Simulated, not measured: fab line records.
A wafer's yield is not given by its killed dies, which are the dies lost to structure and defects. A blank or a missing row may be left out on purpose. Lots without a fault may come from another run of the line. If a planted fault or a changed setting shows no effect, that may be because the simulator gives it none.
Which of the tools did it? -- flow sky130 -- 11 lots with 33 wafers sampled at 3 steps, on a route of 708 steps

== WHAT THE GAUGES SHOWED, per wafer ==
SKY_VIA2_THK_MEAS_01.
lot,measured,on,VIA2_HDPCVD_THK (nm)
L789,day 34 22:44,filmMetro-03,1184 1163 1175
L791,day 35 16:31,filmMetro-02,1189 1163 1186
L793,day 36 12:47,filmMetro-02,1182 1172 1165
L795,day 37 01:49,filmMetro-02,1183 1174 1176
L794,day 37 12:43,filmMetro-03,1174 1190 1183
L797,day 37 22:37,filmMetro-03,1182 1173 1157
L799,day 38 13:29,filmMetro-02,1168 1178 1203
L800,day 38 18:08,filmMetro-03,1172 1166 1174
L803,day 39 17:42,filmMetro-02,1195 1183 1211
L804,day 40 01:13,filmMetro-03,1413 1162 1423
L805,day 40 07:33,filmMetro-02,1167 1171 1197

== EACH LOT AND THE TOOL THAT RAN IT (in order: tool; ch and the chambers of the sampled wafers; start) ==
lot,SKY_METAL2_STRIP_20,SKY_VIA2_HDPCVD_00
L789,"plasmaAsher-01 ch 0,1, day 34 22:00","hdpcvd-02 ch 1,2, day 34 22:35"
L791,"plasmaAsher-02 ch 1, day 35 15:21","hdpcvd-01 ch 1,2, day 35 16:23"
L793,"plasmaAsher-04 ch 1, day 36 11:43","hdpcvd-01 ch 1,2, day 36 12:39"
L795,"plasmaAsher-01 ch 0,1, day 37 01:03","hdpcvd-01 ch 0,1, day 37 01:41"
L794,"plasmaAsher-01 ch 0,1, day 37 11:57","hdpcvd-02 ch 0,1,2, day 37 12:35"
L797,"plasmaAsher-01 ch 0,1, day 37 21:53","hdpcvd-01 ch 0,1,2, day 37 22:29"
L799,"plasmaAsher-01 ch 0,1, day 38 12:47","hdpcvd-02 ch 0,2, day 38 13:21"
L800,"plasmaAsher-01 ch 0,1, day 38 17:24","hdpcvd-02 ch 1,2, day 38 18:00"
L803,"plasmaAsher-02 ch 0,1, day 39 16:53","hdpcvd-02 ch 0,1,2, day 39 17:34"
L804,"plasmaAsher-01 ch 0,1, day 40 00:30","hdpcvd-02 ch 0,2, day 40 01:06"
L805,"plasmaAsher-01 ch 0,1, day 40 06:45","hdpcvd-01 ch 1,2, day 40 07:21"
- SKY_METAL2_STRIP_20: strips in O2/N2.
- SKY_VIA2_HDPCVD_00: deposits SiO2, target thk 1180 nm, time 196.7 s.

== THE ANSWER, worked out from the rows above alone ==
Rule: the usual values come from the lots themselves. Put in order of their means at a reading, lots are off if they are a third of the lots or fewer, leave a main group of 4 or more, and stand apart from it by a gap of 3 or more times the standard deviation of the main group's means; of several such gaps the widest counts. A main group whose means are all the same, to the digits that the tables above print for the reading, isn't used. A lot without any number at a reading at which 4 lots or more have one is off too. The other lots that the step has rows for count as sound.
Off: L804, seen at SKY_VIA2_THK_MEAS_01 (VIA2_HDPCVD_THK). Mean 1179 nm and standard deviation 7.3 in the main group.
If a tool, at a process step before that reading, ran all the lots that are off and no sound lot after the first of them, it fits. Gauges at SKY_VIA2_THK_MEAS_01: tried the same way as those tools. 2 tools fit, hdpcvd-02 at SKY_VIA2_HDPCVD_00 and filmMetro-03 at SKY_VIA2_THK_MEAS_01, so this cannot tell which one it is.

== WHAT THE SIMULATOR HAD INSERTED ==
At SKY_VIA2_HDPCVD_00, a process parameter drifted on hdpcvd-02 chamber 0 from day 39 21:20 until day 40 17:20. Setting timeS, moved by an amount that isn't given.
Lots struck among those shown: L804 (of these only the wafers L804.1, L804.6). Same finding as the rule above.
